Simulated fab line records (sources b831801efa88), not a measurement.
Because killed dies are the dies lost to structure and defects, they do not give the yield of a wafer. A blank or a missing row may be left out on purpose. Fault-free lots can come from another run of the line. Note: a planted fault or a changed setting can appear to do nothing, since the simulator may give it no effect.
fab line records	flow gf180mcu
[record] lots = 12	wafers = 36	last_day = 34
route steps=602 shown V1@346 M2@364
lots that met no fault: taken from a fault-free run of the same line
start_h: start of the lot's first displayed wafer, in hours after the record's first day	wait_h: hours elapsed since this lot's preceding step	" repeats the value in the row above	L1.1+2: a row that stands for several wafers	- no value, or no start given	* or withheld: withheld	< > ~ a bound
route shown NAME@n: a module of which the file shows steps, and the number in the route of the first	usual: average and standard deviation across the fault-free wafers	same: alike in all rows	chamber/n: place in a boat	sites: readings site by site	_std_site: the values' standard deviation	_edge_site: the outer-site mean with the inner-site mean subtracted	radius_mm: for every site, how far away it sits from the centre of the wafer	mask NAME#n: copy n	behind: the most recent tool/chamber to have shaped the wafer	hold: the reason the lot was held/the length of the hold in hours/how it ended	device: transistor that didn't switch, given as n, p or np	end of line: the same wafers' tests at the end of the route	a step given without rows: its recipe and nothing more	killed: dies that structure and defects cost at the first sort, which is not the same as the wafer's yield	map: a wafer's dies, x killed, . not, _ none there
set.NAME: the setting as run; set.NAME@STEP: as run at that earlier step	model.NAME: the simulator's own value behind a step, which no gauge read
steps of the route over a sample of lots; a table a step, a row a wafer
services: the hour from which a tool's chamber was out of use, counted from the record's first day as start_h (under 0 if before that day), plus the number of hours and why
[[steps]]
[step GF_V1_EXPOSE_11]
[recipe] mask_id = Via1	target_cd_nm = 260	na = 0.68	source_shape = conventional	sigma_outer = 0.6	dose_mj = 38
[same] na = 0.68
lot.wafer	tool	chamber	start_h	wait_h	mask
L504.1+2+6	krf_scanner-02	0	397.57	-	Via1#0
L507.1+4+6	krf_scanner-01	0	429.03	-	Via1#0
L510.2+4+5	krf_scanner-01	0	453.72	-	Via1#0
L511.3+4+5	krf_scanner-01	0	463.76	-	Via1#0
L513.3+4+6	krf_scanner-01	0	488.93	-	Via1#0
L516.2+3+4	krf_scanner-02	0	510.74	-	Via1#0
L517.1+2+6	krf_scanner-01	0	516.14	-	Via1#0
L518.2+3+6	krf_scanner-01	0	530.27	-	Via1#0
L519.2+3+6	krf_scanner-02	0	543.86	-	Via1#0
L520.1+2+3	krf_scanner-02	0	549.67	-	Via1#0
L523.1+3+5	krf_scanner-02	0	568.39	-	Via1#0
L527.1+4+5	krf_scanner-02	0	592.89	-	Via1#0
[step GF_V1_OVL_MEAS_15]
[usual] V1_OVL = 8/5.2
lot.wafer	tool	chamber	start_h	wait_h	V1_OVL[nm]
L504.1	overlay-01	-	409.03	0.1	6
L504.2	"	-	"	"	14
L504.6	"	-	"	"	13
L507.1	overlay-01	-	440.79	0.1	1
L507.4	"	-	"	"	6
L507.6	"	-	"	"	12
L510.2	overlay-02	-	465.03	0.1	10
L510.4	"	-	"	"	10
L510.5	"	-	"	"	16
L511.3	overlay-01	-	476.19	0.1	9
L511.4	"	-	"	"	5
L511.5	"	-	"	"	2
L513.3	overlay-01	-	500.60	0.1	18
L513.4	"	-	"	"	11
L513.6	"	-	"	"	15
L516.2	overlay-01	-	522.48	0.1	5
L516.3	"	-	"	"	10
L516.4	"	-	"	"	11
L517.1	overlay-01	-	527.42	0.1	40
L517.2	"	-	"	"	32
L517.6	"	-	"	"	43
L518.2	overlay-01	-	541.49	0.1	41
L518.3	"	-	"	"	40
L518.6	"	-	"	"	40
L519.2	overlay-02	-	555.39	0.1	9
L519.3	"	-	"	"	4
L519.6	"	-	"	"	11
L520.1	overlay-02	-	561.23	0.1	3
L520.2	"	-	"	"	6
L520.3	"	-	"	"	11
L523.1	overlay-01	-	579.79	0.1	10
L523.3	"	-	"	"	5
L523.5	"	-	"	"	2
L527.1	overlay-02	-	603.84	0.1	14
L527.4	"	-	"	"	10
L527.5	"	-	"	"	2
[step GF_V1_STRIP_18]
[recipe] chemistry = O2/N2	power_w = 1400	pressure_mtorr = 1500	platen_temp_c = 250	o2_flow_sccm = 3000	n2_flow_sccm = 300	overash_fraction = 0.5
[usual] drypump_motor_current_A = 5.9/0.37	heater_power_w = 321/26	oes_product_au = 0.594/0.0049
lot.wafer	tool	chamber	start_h	wait_h	drypump_motor_current_A	heater_power_w	oes_product_au	rf_hours_counter_h
L504.1	plasma_asher-01	1	409.20	-	6.1	329	0.592	61
L504.2	"	0	"	"	6.0	317	0.596	61
L504.6	"	0	"	"	6.0	320	0.596	-
L507.1	plasma_asher-04	1	440.96	-	5.4	318	0.592	30
L507.4	"	0	"	"	6.4	304	0.591	-
L507.6	"	1	"	"	5.4	315	0.594	-
L510.2	plasma_asher-03	1	465.18	-	5.4	275	0.590	4
L510.4	"	1	"	"	5.5	277	0.587	-
L510.5	"	1	"	"	5.5	273	0.593	-
L511.3	plasma_asher-01	0	476.38	-	6.0	316	0.584	-
L511.4	"	1	"	"	6.1	334	0.596	-
L511.5	"	0	"	"	6.0	321	0.593	-
L513.3	plasma_asher-01	0	500.79	-	6.0	322	0.594	-
L513.4	"	1	"	"	6.1	324	0.595	-
L513.6	"	1	"	"	6.1	322	0.594	-
L516.2	plasma_asher-03	0	522.63	-	5.5	370	0.596	10
L516.3	"	0	"	"	5.4	368	0.595	-
L516.4	"	1	"	"	5.5	278	0.597	-
L517.1	plasma_asher-03	0	527.58	-	5.5	366	0.592	10
L517.2	"	1	"	"	5.4	282	0.595	10
L517.6	"	0	"	"	5.5	378	0.593	-
L518.2	plasma_asher-04	1	541.65	-	5.4	321	0.599	40
L518.3	"	0	"	"	6.4	316	0.591	-
L518.6	"	0	"	"	6.4	315	0.592	-
L519.2	plasma_asher-01	0	555.55	-	6.0	320	0.591	76
L519.3	"	1	"	"	6.1	323	0.599	-
L519.6	"	1	"	"	6.1	319	0.600	-
L520.1	plasma_asher-01	0	561.40	-	6.0	327	0.596	76
L520.2	"	1	"	"	6.1	329	0.599	76
L520.3	"	1	"	"	6.1	322	0.595	-
L523.1	plasma_asher-04	1	579.95	-	5.4	319	0.600	44
L523.3	"	0	"	"	6.4	319	0.597	-
L523.5	"	1	"	"	5.4	323	0.590	-
L527.1	plasma_asher-01	1	604.00	-	6.2	325	0.590	81
L527.4	"	1	"	"	6.1	332	0.588	-
L527.5	"	1	"	"	6.2	327	0.589	-
[step GF_V1_RS_MEAS_24]
[recipe] thk_meas_gauge = four-point-probe	reads = W_of_V1_CVD_23+TiN_of_V1_SPUTTER_22+Ti_of_V1_SPUTTER_21
[usual] V1_W_RS = 0.325/0.0035
lot.wafer	tool	chamber	start_h	wait_h	V1_W_RS[ohm/sq]
L504.1	film_metro-02	-	410.09	0.1	0.322
L504.2	"	-	"	"	0.321
L504.6	"	-	"	"	0.322
L507.1	film_metro-02	-	441.71	0.1	0.330
L507.4	"	-	"	"	0.326
L507.6	"	-	"	"	0.331
L510.2	film_metro-01	-	465.95	0.1	0.321
L510.4	"	-	"	"	0.329
L510.5	"	-	"	"	0.326
L511.3	film_metro-01	-	477.13	0.1	0.330
L511.4	"	-	"	"	0.325
L511.5	"	-	"	"	0.331
L513.3	film_metro-04	-	501.55	0.1	0.324
L513.4	"	-	"	"	0.330
L513.6	"	-	"	"	0.320
L516.2	film_metro-02	-	523.43	0.1	0.323
L516.3	"	-	"	"	0.326
L516.4	"	-	"	"	0.333
L517.1	film_metro-04	-	528.33	0.1	0.327
L517.2	"	-	"	"	0.319
L517.6	"	-	"	"	0.327
L518.2	film_metro-04	-	542.44	0.1	0.330
L518.3	"	-	"	"	0.326
L518.6	"	-	"	"	0.329
L519.2	film_metro-01	-	556.40	0.1	0.325
L519.3	"	-	"	"	0.329
L519.6	"	-	"	"	0.330
L520.1	film_metro-04	-	562.14	0.1	0.326
L520.2	"	-	"	"	0.325
L520.3	"	-	"	"	0.324
L523.1	film_metro-01	-	580.70	0.1	0.318
L523.3	"	-	"	"	0.323
L523.5	"	-	"	"	0.318
L527.1	film_metro-01	-	604.75	0.1	0.324
L527.4	"	-	"	"	0.327
L527.5	"	-	"	"	0.327
[step GF_M2_SPUTTER_02]
[recipe] material = AlCu	target_thk_nm = 450	power_w = 10600	time_s = 23.9	chamber_pressure_pa = 0.4
[usual] cathode_dc_power_W = 10600/2	throttle_valve_pct = 30.4/1
lot.wafer	tool	chamber	start_h	wait_h	cathode_dc_power_W	throttle_valve_pct
L504.1	pvd_sputter-01	-	410.70	0.0	10598	31.1
L504.2	"	-	"	"	10595	29.0
L504.6	"	-	"	"	10599	28.6
L507.1	pvd_sputter-02	-	442.32	0.0	10599	29.3
L507.4	"	-	"	"	10601	30.3
L507.6	"	-	"	"	10600	29.1
L510.2	pvd_sputter-01	-	466.54	0.0	10600	28.7
L510.4	"	-	"	"	10601	30.9
L510.5	"	-	"	"	10597	28.4
L511.3	pvd_sputter-03	-	477.70	0.0	10597	30.2
L511.4	"	-	"	"	10602	30.1
L511.5	"	-	"	"	10599	30.3
L513.3	pvd_sputter-03	-	502.12	0.0	10598	31.4
L513.4	"	-	"	"	10600	30.5
L513.6	"	-	"	"	10598	31.8
L516.2	pvd_sputter-01	-	524.02	0.0	10598	31.1
L516.3	"	-	"	"	10602	28.6
L516.4	"	-	"	"	10597	28.1
L517.1	pvd_sputter-03	-	528.94	0.0	10602	31.6
L517.2	"	-	"	"	10598	30.1
L517.6	"	-	"	"	10600	31.4
L518.2	pvd_sputter-02	-	543.65	0.0	10597	30.8
L518.3	"	-	"	"	10598	29.6
L518.6	"	-	"	"	10604	30.6
L519.2	pvd_sputter-03	-	556.99	0.0	10598	30.4
L519.3	"	-	"	"	10598	30.3
L519.6	"	-	"	"	10602	31.7
L520.1	pvd_sputter-02	-	562.75	0.0	10599	31.0
L520.2	"	-	"	"	10598	29.4
L520.3	"	-	"	"	10599	30.3
L523.1	pvd_sputter-02	-	581.31	0.0	10598	29.4
L523.3	"	-	"	"	10599	30.8
L523.5	"	-	"	"	10600	30.1
L527.1	pvd_sputter-01	-	605.36	0.0	10600	28.6
L527.4	"	-	"	"	10600	31.3
L527.5	"	-	"	"	10599	31.3
[[services]]
tool	chamber	start_h	hours	kind
krf_scanner-02	-	379.04	1.0	pm
pvd_sputter-01	-	392.50	3.0	repair
pvd_sputter-01	-	397.37	7.8	repair
krf_scanner-01	-	410.85	1.3	pm
krf_scanner-01	-	413.98	0.8	repair
krf_scanner-01	-	422.81	0.8	pm
krf_scanner-01	-	432.74	0.7	repair
pvd_sputter-01	-	442.05	3.8	repair
krf_scanner-01	-	448.97	1.0	pm
krf_scanner-02	-	457.64	0.8	repair
krf_scanner-02	-	460.30	1.3	pm
pvd_sputter-03	-	472.35	2.2	repair
krf_scanner-02	-	481.22	3.0	pm
pvd_sputter-02	-	481.43	16.1	repair
krf_scanner-02	-	548.04	1.0	pm
krf_scanner-01	-	548.84	1.0	repair
krf_scanner-02	-	565.86	1.1	repair
pvd_sputter-03	-	570.11	1.8	repair
pvd_sputter-03	-	572.90	6.7	repair
plasma_asher-01	-	583.00	2.4	repair
krf_scanner-01	-	586.75	1.3	pm
krf_scanner-02	-	588.05	4.4	pm
krf_scanner-01	-	592.43	0.8	pm
krf_scanner-01	-	602.35	4.0	pm
[[key]]
[first_sign] step = GF_V1_OVL_MEAS_15	reading = V1_OVL	direction = up	sigmas = 5.9	usual = 8	struck = 39
effect none on later readings
met_at GF_V1_EXPOSE_11
struck_lots L517,L518
not_acting_at GF_V1_STRIP_18,GF_V1_RS_MEAS_24,GF_M2_SPUTTER_02
onset_between 488.93 516.14
[fault] kind = scanner_matching_overlay	tool = krf_scanner-01	chamber = -	onset_h = 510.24	steps = GF_V1_EXPOSE_11	offset = 25.294
